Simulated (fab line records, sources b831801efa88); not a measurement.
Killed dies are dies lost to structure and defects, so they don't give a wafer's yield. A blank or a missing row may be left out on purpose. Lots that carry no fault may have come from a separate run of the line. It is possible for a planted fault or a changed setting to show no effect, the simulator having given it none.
The tool behind it: which one? || flow sky130 || 36 wafers from 12 lots sampled at 5 of the route's 708 steps

## WHAT THE GAUGES SHOWED, per wafer
The record holds no reading of a measuring or inspecting step that can be judged against a usual standard deviation.

## WHICH TOOL RAN EACH LOT (tool, then ch and the chambers of the sampled wafers, then the start)
{"lot": "L619", "SKY_VIA3_SPUTTER_20": "pvd-sputter-02, day 39 14:19", "SKY_METAL4_SPUTTER_00": "pvd-sputter-04, day 39 14:59", "SKY_METAL4_SPUTTER_02": "pvd-sputter-04, day 39 15:02", "SKY_METAL4_SPUTTER_04": "pvd-sputter-04, day 39 15:05", "SKY_PAD_OPEN_PROBE_99": "prober-02, day 45 17:12"}
{"lot": "L623", "SKY_VIA3_SPUTTER_20": "pvd-sputter-02, day 40 22:51", "SKY_METAL4_SPUTTER_00": "pvd-sputter-04, day 40 23:31", "SKY_METAL4_SPUTTER_02": "pvd-sputter-04, day 40 23:34", "SKY_METAL4_SPUTTER_04": "pvd-sputter-04, day 40 23:37", "SKY_PAD_OPEN_PROBE_99": "prober-01, day 46 21:32"}
{"lot": "L624", "SKY_VIA3_SPUTTER_20": "pvd-sputter-03, day 41 01:04", "SKY_METAL4_SPUTTER_00": "pvd-sputter-04, day 41 01:44", "SKY_METAL4_SPUTTER_02": "pvd-sputter-04, day 41 01:47", "SKY_METAL4_SPUTTER_04": "pvd-sputter-04, day 41 01:50", "SKY_PAD_OPEN_PROBE_99": "prober-02, day 46 23:14"}
{"lot": "L627", "SKY_VIA3_SPUTTER_20": "pvd-sputter-01, day 41 20:13", "SKY_METAL4_SPUTTER_00": "pvd-sputter-04, day 41 20:53", "SKY_METAL4_SPUTTER_02": "pvd-sputter-04, day 41 20:56", "SKY_METAL4_SPUTTER_04": "pvd-sputter-04, day 41 20:59", "SKY_PAD_OPEN_PROBE_99": "prober-01, day 47 15:09"}
{"lot": "L628", "SKY_VIA3_SPUTTER_20": "pvd-sputter-02, day 42 05:53", "SKY_METAL4_SPUTTER_00": "pvd-sputter-04, day 42 06:33", "SKY_METAL4_SPUTTER_02": "pvd-sputter-04, day 42 06:35", "SKY_METAL4_SPUTTER_04": "pvd-sputter-04, day 42 06:39", "SKY_PAD_OPEN_PROBE_99": "prober-02, day 47 21:56"}
{"lot": "L632", "SKY_VIA3_SPUTTER_20": "pvd-sputter-03, day 43 08:04", "SKY_METAL4_SPUTTER_00": "pvd-sputter-02, day 43 08:44", "SKY_METAL4_SPUTTER_02": "pvd-sputter-02, day 43 08:47", "SKY_METAL4_SPUTTER_04": "pvd-sputter-02, day 43 08:50", "SKY_PAD_OPEN_PROBE_99": "prober-02, day 48 19:49"}
{"lot": "L633", "SKY_VIA3_SPUTTER_20": "pvd-sputter-01, day 43 14:49", "SKY_METAL4_SPUTTER_00": "pvd-sputter-02, day 43 15:29", "SKY_METAL4_SPUTTER_02": "pvd-sputter-02, day 43 15:32", "SKY_METAL4_SPUTTER_04": "pvd-sputter-02, day 43 15:35", "SKY_PAD_OPEN_PROBE_99": "prober-01, day 49 03:05"}
{"lot": "L635", "SKY_VIA3_SPUTTER_20": "pvd-sputter-01, day 44 02:05", "SKY_METAL4_SPUTTER_00": "pvd-sputter-01, day 44 02:52", "SKY_METAL4_SPUTTER_02": "pvd-sputter-01, day 44 02:55", "SKY_METAL4_SPUTTER_04": "pvd-sputter-01, day 44 02:59", "SKY_PAD_OPEN_PROBE_99": "prober-01, day 49 09:56"}
{"lot": "L636", "SKY_VIA3_SPUTTER_20": "pvd-sputter-01, day 44 07:04", "SKY_METAL4_SPUTTER_00": "pvd-sputter-02, day 44 07:43", "SKY_METAL4_SPUTTER_02": "pvd-sputter-02, day 44 07:46", "SKY_METAL4_SPUTTER_04": "pvd-sputter-02, day 44 07:50", "SKY_PAD_OPEN_PROBE_99": "prober-02, day 49 12:40"}
{"lot": "L639", "SKY_VIA3_SPUTTER_20": "pvd-sputter-01, day 45 09:11", "SKY_METAL4_SPUTTER_00": "pvd-sputter-04, day 45 09:51", "SKY_METAL4_SPUTTER_02": "pvd-sputter-04, day 45 09:53", "SKY_METAL4_SPUTTER_04": "pvd-sputter-04, day 45 09:57", "SKY_PAD_OPEN_PROBE_99": "prober-01, day 50 07:55"}
{"lot": "L640", "SKY_VIA3_SPUTTER_20": "pvd-sputter-03, day 45 21:40", "SKY_METAL4_SPUTTER_00": "pvd-sputter-02, day 45 22:20", "SKY_METAL4_SPUTTER_02": "pvd-sputter-02, day 45 22:23", "SKY_METAL4_SPUTTER_04": "pvd-sputter-02, day 45 22:26", "SKY_PAD_OPEN_PROBE_99": "prober-02, day 50 18:18"}
{"lot": "L642", "SKY_VIA3_SPUTTER_20": "pvd-sputter-01, day 46 02:17", "SKY_METAL4_SPUTTER_00": "pvd-sputter-02, day 46 03:00", "SKY_METAL4_SPUTTER_02": "pvd-sputter-02, day 46 03:03", "SKY_METAL4_SPUTTER_04": "pvd-sputter-02, day 46 03:07", "SKY_PAD_OPEN_PROBE_99": "prober-01, day 50 22:37"}
- SKY_VIA3_SPUTTER_20: material TiN, target thk 20 nm, time 80 s.
- SKY_METAL4_SPUTTER_00: material Ti, target thk 15 nm, time 10 s.
- SKY_METAL4_SPUTTER_02: material AlCu, target thk 735 nm, time 39.1 s.
- SKY_METAL4_SPUTTER_04: material TiN, target thk 70 nm, time 58.3 s.
- SKY_PAD_OPEN_PROBE_99

## WHAT THE TOOLS THEMSELVES READ (means of the sampled wafers that have a number; where no wafer has one, the mark that the record gives instead)
SKY_VIA3_SPUTTER_20.
{"lot": "L619", "tool": "pvd-sputter-02", "chamber-pressure-pa (Pa)": 5.000, "throttle-valve-pct (%)": 29.3}
{"lot": "L623", "tool": "pvd-sputter-02", "chamber-pressure-pa (Pa)": 5.000, "throttle-valve-pct (%)": 29.7}
{"lot": "L624", "tool": "pvd-sputter-03", "chamber-pressure-pa (Pa)": 5.002, "throttle-valve-pct (%)": 30.2}
{"lot": "L627", "tool": "pvd-sputter-01", "chamber-pressure-pa (Pa)": 4.996, "throttle-valve-pct (%)": 29.6}
{"lot": "L628", "tool": "pvd-sputter-02", "chamber-pressure-pa (Pa)": 5.002, "throttle-valve-pct (%)": 29.3}
{"lot": "L632", "tool": "pvd-sputter-03", "chamber-pressure-pa (Pa)": 4.995, "throttle-valve-pct (%)": 30.4}
{"lot": "L633", "tool": "pvd-sputter-01", "chamber-pressure-pa (Pa)": 4.998, "throttle-valve-pct (%)": 29.8}
{"lot": "L635", "tool": "pvd-sputter-01", "chamber-pressure-pa (Pa)": 5.005, "throttle-valve-pct (%)": 30.0}
{"lot": "L636", "tool": "pvd-sputter-01", "chamber-pressure-pa (Pa)": 5.007, "throttle-valve-pct (%)": 29.9}
{"lot": "L639", "tool": "pvd-sputter-01", "chamber-pressure-pa (Pa)": 5.007, "throttle-valve-pct (%)": 30.0}
{"lot": "L640", "tool": "pvd-sputter-03", "chamber-pressure-pa (Pa)": 4.993, "throttle-valve-pct (%)": 30.3}
{"lot": "L642", "tool": "pvd-sputter-01", "chamber-pressure-pa (Pa)": 5.004, "throttle-valve-pct (%)": 29.6}

SKY_METAL4_SPUTTER_00.
{"lot": "L619", "tool": "pvd-sputter-04", "chamber-pressure-pa (Pa)": 0.3992, "throttle-valve-pct (%)": 30.1}
{"lot": "L623", "tool": "pvd-sputter-04", "chamber-pressure-pa (Pa)": 0.4009, "throttle-valve-pct (%)": 30.2}
{"lot": "L624", "tool": "pvd-sputter-04", "chamber-pressure-pa (Pa)": 0.4001, "throttle-valve-pct (%)": 30.1}
{"lot": "L627", "tool": "pvd-sputter-04", "chamber-pressure-pa (Pa)": 0.3997, "throttle-valve-pct (%)": 29.9}
{"lot": "L628", "tool": "pvd-sputter-04", "chamber-pressure-pa (Pa)": 0.4005, "throttle-valve-pct (%)": 29.8}
{"lot": "L632", "tool": "pvd-sputter-02", "chamber-pressure-pa (Pa)": 0.4007, "throttle-valve-pct (%)": 29.3}
{"lot": "L633", "tool": "pvd-sputter-02", "chamber-pressure-pa (Pa)": 0.4004, "throttle-valve-pct (%)": 29.1}
{"lot": "L635", "tool": "pvd-sputter-01", "chamber-pressure-pa (Pa)": 0.4005, "throttle-valve-pct (%)": 29.6}
{"lot": "L636", "tool": "pvd-sputter-02", "chamber-pressure-pa (Pa)": 0.3998, "throttle-valve-pct (%)": 29.6}
{"lot": "L639", "tool": "pvd-sputter-04", "chamber-pressure-pa (Pa)": 0.4002, "throttle-valve-pct (%)": 30.0}
{"lot": "L640", "tool": "pvd-sputter-02", "chamber-pressure-pa (Pa)": 0.4001, "throttle-valve-pct (%)": 29.3}
{"lot": "L642", "tool": "pvd-sputter-02", "chamber-pressure-pa (Pa)": 0.4007, "throttle-valve-pct (%)": 29.8}

SKY_METAL4_SPUTTER_02.
{"lot": "L619", "tool": "pvd-sputter-04", "chamber-pressure-pa (Pa)": 0.3997, "throttle-valve-pct (%)": 30.1}
{"lot": "L623", "tool": "pvd-sputter-04", "chamber-pressure-pa (Pa)": 0.3995, "throttle-valve-pct (%)": 30.2}
{"lot": "L624", "tool": "pvd-sputter-04", "chamber-pressure-pa (Pa)": 0.3994, "throttle-valve-pct (%)": 29.9}
{"lot": "L627", "tool": "pvd-sputter-04", "chamber-pressure-pa (Pa)": 0.3218, "throttle-valve-pct (%)": 33.4}
{"lot": "L628", "tool": "pvd-sputter-04", "chamber-pressure-pa (Pa)": 0.3209, "throttle-valve-pct (%)": 33.5}
{"lot": "L632", "tool": "pvd-sputter-02", "chamber-pressure-pa (Pa)": 0.3996, "throttle-valve-pct (%)": 29.3}
{"lot": "L633", "tool": "pvd-sputter-02", "chamber-pressure-pa (Pa)": 0.4001, "throttle-valve-pct (%)": 29.2}
{"lot": "L635", "tool": "pvd-sputter-01", "chamber-pressure-pa (Pa)": 0.4000, "throttle-valve-pct (%)": 29.6}
{"lot": "L636", "tool": "pvd-sputter-02", "chamber-pressure-pa (Pa)": 0.3994, "throttle-valve-pct (%)": 29.9}
{"lot": "L639", "tool": "pvd-sputter-04", "chamber-pressure-pa (Pa)": 0.4006, "throttle-valve-pct (%)": 29.8}
{"lot": "L640", "tool": "pvd-sputter-02", "chamber-pressure-pa (Pa)": 0.3995, "throttle-valve-pct (%)": 29.1}
{"lot": "L642", "tool": "pvd-sputter-02", "chamber-pressure-pa (Pa)": 0.3997, "throttle-valve-pct (%)": 29.8}

SKY_METAL4_SPUTTER_04.
{"lot": "L619", "tool": "pvd-sputter-04", "chamber-pressure-pa (Pa)": 0.3995, "throttle-valve-pct (%)": 30.0}
{"lot": "L623", "tool": "pvd-sputter-04", "chamber-pressure-pa (Pa)": 0.4005, "throttle-valve-pct (%)": 30.1}
{"lot": "L624", "tool": "pvd-sputter-04", "chamber-pressure-pa (Pa)": 0.4002, "throttle-valve-pct (%)": 30.0}
{"lot": "L627", "tool": "pvd-sputter-04", "chamber-pressure-pa (Pa)": 0.4007, "throttle-valve-pct (%)": 30.0}
{"lot": "L628", "tool": "pvd-sputter-04", "chamber-pressure-pa (Pa)": 0.3992, "throttle-valve-pct (%)": 29.9}
{"lot": "L632", "tool": "pvd-sputter-02", "chamber-pressure-pa (Pa)": 0.3999, "throttle-valve-pct (%)": 29.3}
{"lot": "L633", "tool": "pvd-sputter-02", "chamber-pressure-pa (Pa)": 0.3997, "throttle-valve-pct (%)": 29.5}
{"lot": "L635", "tool": "pvd-sputter-01", "chamber-pressure-pa (Pa)": 0.4007, "throttle-valve-pct (%)": 29.5}
{"lot": "L636", "tool": "pvd-sputter-02", "chamber-pressure-pa (Pa)": 0.4007, "throttle-valve-pct (%)": 29.9}
{"lot": "L639", "tool": "pvd-sputter-04", "chamber-pressure-pa (Pa)": 0.3998, "throttle-valve-pct (%)": 29.8}
{"lot": "L640", "tool": "pvd-sputter-02", "chamber-pressure-pa (Pa)": 0.4009, "throttle-valve-pct (%)": 29.3}
{"lot": "L642", "tool": "pvd-sputter-02", "chamber-pressure-pa (Pa)": 0.4002, "throttle-valve-pct (%)": 29.8}

SKY_PAD_OPEN_PROBE_99.
{"lot": "L619", "tool": "prober-02", "defect-limited-yield (%)": 82.5, "killed_at_M0_to_M3": 43, "killed_at_M4_up": 2.7, "killed-at-contacts": 19, "killed-at-front-end": 21, "killed-at-other": 0.0, "killed-dies": 86, "killed-on-rim": 15, "killed-open": 46, "killed-short": 40, "sort_bin_3_pad_short (%)": 0.8, "sort_bin_5_function (%)": 10.7, "sort_bin_6_memory (%)": 6.0, "sort-n-pass": 406, "sort-yield-pct (%)": 82.5}
{"lot": "L623", "tool": "prober-01", "defect-limited-yield (%)": 80.8, "killed_at_M0_to_M3": 54, "killed_at_M4_up": 2.0, "killed-at-contacts": 23, "killed-at-front-end": 15, "killed-at-other": 0.3, "killed-dies": 95, "killed-on-rim": 17, "killed-open": 51, "killed-short": 44, "sort_bin_3_pad_short (%)": 0.4, "sort_bin_5_function (%)": 13.1, "sort_bin_6_memory (%)": 5.8, "sort-n-pass": 397, "sort-yield-pct (%)": 80.8}
{"lot": "L624", "tool": "prober-02", "defect-limited-yield (%)": 82.0, "killed_at_M0_to_M3": 52, "killed_at_M4_up": 1.7, "killed-at-contacts": 19, "killed-at-front-end": 15, "killed-at-other": 1.0, "killed-dies": 89, "killed-on-rim": 15, "killed-open": 52, "killed-short": 35, "sort_bin_3_pad_short (%)": 0.6, "sort_bin_5_function (%)": 11.1, "sort_bin_6_memory (%)": 6.4, "sort-n-pass": 403, "sort-yield-pct (%)": 82.0}
{"lot": "L627", "tool": "prober-01", "defect-limited-yield (%)": 81.4, "killed_at_M0_to_M3": 54, "killed_at_M4_up": 2.0, "killed-at-contacts": 22, "killed-at-front-end": 14, "killed-at-other": 0.0, "killed-dies": 92, "killed-on-rim": 19, "killed-open": 51, "killed-short": 41, "sort_bin_3_pad_short (%)": 0.9, "sort_bin_5_function (%)": 11.5, "sort_bin_6_memory (%)": 6.2, "sort-n-pass": 400, "sort-yield-pct (%)": 81.4}
{"lot": "L628", "tool": "prober-02", "defect-limited-yield (%)": 82.2, "killed_at_M0_to_M3": 48, "killed_at_M4_up": 3.3, "killed-at-contacts": 26, "killed-at-front-end": 10, "killed-at-other": 0.0, "killed-dies": 87, "killed-on-rim": 16, "killed-open": 53, "killed-short": 34, "sort_bin_3_pad_short (%)": 0.5, "sort_bin_5_function (%)": 11.7, "sort_bin_6_memory (%)": 5.6, "sort-n-pass": 405, "sort-yield-pct (%)": 82.2}
{"lot": "L632", "tool": "prober-02", "defect-limited-yield (%)": 80.5, "killed_at_M0_to_M3": 50, "killed_at_M4_up": 4.7, "killed-at-contacts": 28, "killed-at-front-end": 13, "killed-at-other": 0.3, "killed-dies": 96, "killed-on-rim": 22, "killed-open": 52, "killed-short": 44, "sort_bin_3_pad_short (%)": 0.7, "sort_bin_5_function (%)": 11.2, "sort_bin_6_memory (%)": 7.6, "sort-n-pass": 396, "sort-yield-pct (%)": 80.5}
{"lot": "L633", "tool": "prober-01", "defect-limited-yield (%)": 84.8, "killed_at_M0_to_M3": 35, "killed_at_M4_up": 2.0, "killed-at-contacts": 22, "killed-at-front-end": 15, "killed-at-other": 0.3, "killed-dies": 75, "killed-on-rim": 14, "killed-open": 47, "killed-short": 28, "sort_bin_3_pad_short (%)": 0.6, "sort_bin_5_function (%)": 9.1, "sort_bin_6_memory (%)": 5.5, "sort-n-pass": 417, "sort-yield-pct (%)": 84.8}
{"lot": "L635", "tool": "prober-01", "defect-limited-yield (%)": 82.3, "killed_at_M0_to_M3": 40, "killed_at_M4_up": 4.0, "killed-at-contacts": 25, "killed-at-front-end": 18, "killed-at-other": 0.0, "killed-dies": 87, "killed-on-rim": 19, "killed-open": 44, "killed-short": 43, "sort_bin_3_pad_short (%)": 1.1, "sort_bin_5_function (%)": 10.6, "sort_bin_6_memory (%)": 6.0, "sort-n-pass": 405, "sort-yield-pct (%)": 82.3}
{"lot": "L636", "tool": "prober-02", "defect-limited-yield (%)": 85.2, "killed_at_M0_to_M3": 32, "killed_at_M4_up": 3.0, "killed-at-contacts": 19, "killed-at-front-end": 19, "killed-at-other": 0.3, "killed-dies": 73, "killed-on-rim": 12, "killed-open": 37, "killed-short": 35, "sort_bin_3_pad_short (%)": 1.1, "sort_bin_5_function (%)": 8.6, "sort_bin_6_memory (%)": 5.2, "sort-n-pass": 419, "sort-yield-pct (%)": 85.2}
{"lot": "L639", "tool": "prober-01", "defect-limited-yield (%)": 84.1, "killed_at_M0_to_M3": 39, "killed_at_M4_up": 4.3, "killed-at-contacts": 18, "killed-at-front-end": 17, "killed-at-other": 0.0, "killed-dies": 78, "killed-on-rim": 17, "killed-open": 44, "killed-short": 34, "sort_bin_3_pad_short (%)": 0.4, "sort_bin_5_function (%)": 9.7, "sort_bin_6_memory (%)": 5.8, "sort-n-pass": 414, "sort-yield-pct (%)": 84.1}
{"lot": "L640", "tool": "prober-02", "defect-limited-yield (%)": 82.2, "killed_at_M0_to_M3": 45, "killed_at_M4_up": 2.3, "killed-at-contacts": 22, "killed-at-front-end": 17, "killed-at-other": 0.3, "killed-dies": 87, "killed-on-rim": 15, "killed-open": 46, "killed-short": 41, "sort_bin_3_pad_short (%)": 0.9, "sort_bin_5_function (%)": 10.8, "sort_bin_6_memory (%)": 6.0, "sort-n-pass": 405, "sort-yield-pct (%)": 82.2}
{"lot": "L642", "tool": "prober-01", "defect-limited-yield (%)": 82.4, "killed_at_M0_to_M3": 48, "killed_at_M4_up": 1.3, "killed-at-contacts": 23, "killed-at-front-end": 14, "killed-at-other": 0.0, "killed-dies": 86, "killed-on-rim": 15, "killed-open": 50, "killed-short": 34, "sort_bin_3_pad_short (%)": 0.5, "sort_bin_5_function (%)": 10.3, "sort_bin_6_memory (%)": 6.8, "sort-n-pass": 406, "sort-yield-pct (%)": 82.4}

## THE ANSWER, worked out from the rows above alone
Rule: usual is defined by the lots themselves. Put in order of their means at a reading, lots are off if they are a third of the lots or fewer, leave a main group of 4 or more, and stand apart from it by a gap of 3 or more times the standard deviation of the main group's means; of several such gaps the widest counts. The tables above print the reading to a certain number of digits; a main group whose means all agree to those digits is not used. A lot without any number at a reading at which 4 lots or more have one is off too. The other lots that the step has rows for count as sound. After the gauges, taken in route order, come the tools' own readings; for these a lot's mean is taken, as printed above. The first step at which some lot is off is used, and at that step the reading that is off furthest; a lot without a number counts as furthest.
Off: L627, L628 (SKY_METAL4_SPUTTER_02, chamber-pressure-pa). Mean 0.3997 Pa and standard deviation 0.00036 in the main group.
A tool fits if, at that step or a process step before it, it ran every lot that is off, and no sound lot after the first of them. No candidate that was tried fits.

## WHAT THE SIMULATOR HAD INSERTED
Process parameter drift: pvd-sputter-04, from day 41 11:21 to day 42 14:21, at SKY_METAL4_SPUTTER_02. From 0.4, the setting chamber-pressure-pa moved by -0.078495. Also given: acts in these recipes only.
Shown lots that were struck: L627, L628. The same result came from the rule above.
